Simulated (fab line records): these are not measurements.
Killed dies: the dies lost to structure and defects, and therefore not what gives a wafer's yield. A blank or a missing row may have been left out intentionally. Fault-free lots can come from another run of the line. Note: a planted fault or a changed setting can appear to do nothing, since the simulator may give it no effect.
What tool caused it?	flow sky130	route of 708 steps, sampled at 1 step: 24 lots, 72 wafers

## WHAT THE GAUGES SHOWED, per wafer
SKY_VT_ADJUST_LVTN_TW_MEAS_21. Usual: VT_ADJUST_LVTN_2_TW 188.8, standard deviation 0.85.
lot	measured	on	VT_ADJUST_LVTN_2_TW	flag
L074	day 7 15:57	film_metro-03	189.6 189.0 190.4	
L075	day 7 20:59	film_metro-02	187.2 187.9 189.4	
L076	day 8 13:44	film_metro-02	188.1 187.8 189.1	
L077	day 9 06:56	film_metro-02	189.2 190.3 189.7	
L078	day 9 07:06	film_metro-03	189.8 189.1 189.6	
L079	day 9 16:16	film_metro-02	189.7 189.7 189.6	
L080	day 9 17:08	film_metro-02	189.6 189.4 190.0	
L081	day 9 17:47	film_metro-02	189.1 190.3 189.6	
L082	day 9 23:41	film_metro-03	188.9 188.5 188.7	
L083	day 10 08:03	film_metro-03	188.3 188.3 187.6	
L084	day 10 16:52	film_metro-02	188.3 188.5 189.5	
L085	day 10 19:08	film_metro-02	189.9 189.9 189.9	
L086	day 11 07:56	film_metro-02	188.0 188.5 189.0	
L087	day 11 08:51	film_metro-02	188.1 188.2 187.5	
L088	day 11 19:41	film_metro-03	188.2 187.4 188.0	
L089	day 11 22:20	film_metro-03	188.4 187.4 189.4	
L090	day 12 05:59	film_metro-02	189.1 189.2 189.2	
L091	day 12 09:17	film_metro-03	188.5 189.2 187.6	
L092	day 12 18:09	film_metro-03	188.7 188.2 188.6	
L093	day 13 03:19	film_metro-02	189.1 188.5 188.2	
L094	day 13 10:14	film_metro-03	188.0 187.4 187.5	
L095	day 13 15:56	film_metro-03	189.3 188.3 186.8	
L096	day 14 11:37	film_metro-02	190.3 190.0 189.7	
L097	day 14 12:42	film_metro-03	188.4 189.3 188.2	

## WHAT TOOL EACH LOT RAN ON (gives the tool, then ch and the chambers of the sampled wafers, and finally the start)
The record holds no process step before these readings.

## AS READ BY THE TOOLS THEMSELVES (means over the sampled wafers that have a number; for cases with no such wafer, the mark the record gives instead)
The record holds no such reading with a usual standard deviation.

## THE ANSWER, worked out from the rows above alone
Rule: lot off if the mean of its wafers having a number is beyond 3 standard deviations from the usual mean. Also off: a lot with no number at a reading for which 4 or more lots have one. Any other lot the step has rows for is counted as sound. After the gauges, taken in route order, come the tools' own readings; for these a lot's mean is taken, as printed above. At the first step where some lot is off, the reading lying furthest off is the one used; lots without a number count as furthest.
No lot is off at any reading shown: from this, nothing can be told.

## WHAT THE SIMULATOR HAD INSERTED
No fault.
